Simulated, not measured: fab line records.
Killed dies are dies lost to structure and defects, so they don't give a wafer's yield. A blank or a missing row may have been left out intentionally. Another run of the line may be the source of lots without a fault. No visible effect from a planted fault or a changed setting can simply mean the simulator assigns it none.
Matching of chambers -- flow sky130 -- SKY_VIA4_CMP_02 on cmp-01: 4 sister chambers
The step polishes SiO2. 4 wafers are shown with their chamber, then 8 later ones without.

EACH WAFER AND ITS CHAMBER
wafer,chamber,motor-current-A (A)
L626.2,0,11.1
L626.5,3,13.4
L627.5,1,13.6
L629.2,2,11.3

WAFERS WHOSE CHAMBER IS MISSING
wafer,motor-current-A (A)
L629.5,13.8
L629.6,11.0
L637.1,12.8
L637.4,11.8
L637.6,11.3
L640.1,13.9
L640.2,11.1
L640.6,11.6

EACH ONE'S CHAMBER
wafer,from the rows above,in truth
L629.5,can't be placed: 1 or 3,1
L629.6,can't be placed: 0 or 2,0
L637.1,can't be placed: 3 or 1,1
L637.4,can't be placed: 2 or 0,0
L637.6,can't be placed: 2 or 0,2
L640.1,can't be placed: 1 or 3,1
L640.2,can't be placed: 0 or 2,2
L640.6,can't be placed: 2 or 0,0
Correct placement for 0 of the 8. From these rows, 8 cannot be placed; in 8 the true chamber is one of the candidates. 0 placed wrongly.
How it was worked out, from the rows above alone: a wafer's distance from a chamber is the root of the sum, over the readings, of the square of ((its reading less the chamber's mean) divided by the reading's scatter). If the next closest chamber is less than 2 further off than the closest, the wafer can't be placed; otherwise it belongs to the closest. For every chamber, the mean is computed from those of its wafers that are shown. The scatter: root of mean squared gap, hidden wafer to nearest shown wafer, with one shown wafer a chamber.
